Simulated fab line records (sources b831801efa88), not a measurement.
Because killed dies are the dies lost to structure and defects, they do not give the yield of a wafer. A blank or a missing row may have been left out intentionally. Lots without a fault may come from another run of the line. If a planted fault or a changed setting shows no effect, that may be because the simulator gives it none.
Struck lot and sound lot, side by side -- flow sky130 -- 14 steps out of a route of 708
Sound: these wafers, L495.3, L495.4, L495.5. Wafers L487.3, L487.4, L487.6 were the ones struck. The cause is given at the end.
Per side, at each step with rows, come the tool, then ch with its chambers, and then its first start. Under that, the readings that differ: sound wafers -- struck wafers -- difference of the means -- sigmas: that difference in standard deviations of wafers without a fault.
alike: words and numbers the same on both sides, and readings whose means are apart by under 2 such deviations; not compared: readings that were withheld, readings missing a value for some wafer, numbers with overlapping values and no deviation given by the record, and bounds like >300 which may hide the same value.
Wherever a step has rows on one side only, a row that says differs or no value, or a row with sigmas, the two part there. Non-overlapping numbers with no deviation appear without sigmas and do not part them. Lack of a reading on every wafer of one side parts them only where that side has two or more wafers.

first, 4 steps without rows for these wafers: SKY_VT_ADJUST_PCH_SOFTBAKE_03; SKY_VT_ADJUST_PCH_EXPOSE_04 (exposes mask NWM, target cd 840 nm); SKY_VT_ADJUST_PCH_PEB_05; SKY_VT_ADJUST_PCH_DEVELOP_06 (develop time 60 s).
SKY_VT_ADJUST_PCH_OVL_MEAS_07:
  sound: overlay-01 at day 15 17:40; struck: overlay-02 at day 12 23:10
  alike: VT_ADJUST_PCH_OVL
then, 1 step without rows for these wafers: SKY_VT_ADJUST_PCH_IMPLANT_08.
SKY_VT_ADJUST_PCH_STRIP_09: strips in O2/N2.
  sound on plasma-asher-02 ch 0,1, day 15 17:52; struck on plasma-asher-03 ch 0,1, day 12 23:22
reading,sound,struck,difference,sigmas
drypump-motor-current-A (A),6.1 6.8 6.8,5.8 5.3 5.3,-1.1,-2
  alike: oes-product-au, strip-time-to-endpoint-s
  not compared: rf-hours-counter-h
SKY_VT_ADJUST_PCH_TW_MEAS_10:
  sound: film-metro-04 at day 15 17:57; struck: film-metro-04 at day 12 23:27
  alike: VT_ADJUST_PCH_TW
then, 4 steps without rows for these wafers: SKY_SONOS_TUNNEL_DEHYDRATE_00 (time 60 s); SKY_SONOS_TUNNEL_HMDS_01 (prime time 60 s); SKY_SONOS_TUNNEL_COAT_02 (resist thk 1140 nm); SKY_SONOS_TUNNEL_SOFTBAKE_03 (time 60 s).
SKY_SONOS_TUNNEL_EXPOSE_04: exposes mask TUNM, target cd 410 nm.
  sound on iline-stepper-01 ch 0, day 16 08:40; struck on iline-stepper-01, day 13 12:23
  no value came back on the struck wafers for exposure-dose-mJ-cm2, focus-offset-nm (nm); on the sound wafers exposure-dose-mJ-cm2 reads 136.18 135.76 136.06
  alike: mask
then, 1 step without rows for these wafers: SKY_SONOS_TUNNEL_PEB_05.

== WHERE THEY PART ==
First at SKY_VT_ADJUST_PCH_STRIP_09; last, within this record, at SKY_SONOS_TUNNEL_EXPOSE_04.

WHY: what had been put in by the simulator
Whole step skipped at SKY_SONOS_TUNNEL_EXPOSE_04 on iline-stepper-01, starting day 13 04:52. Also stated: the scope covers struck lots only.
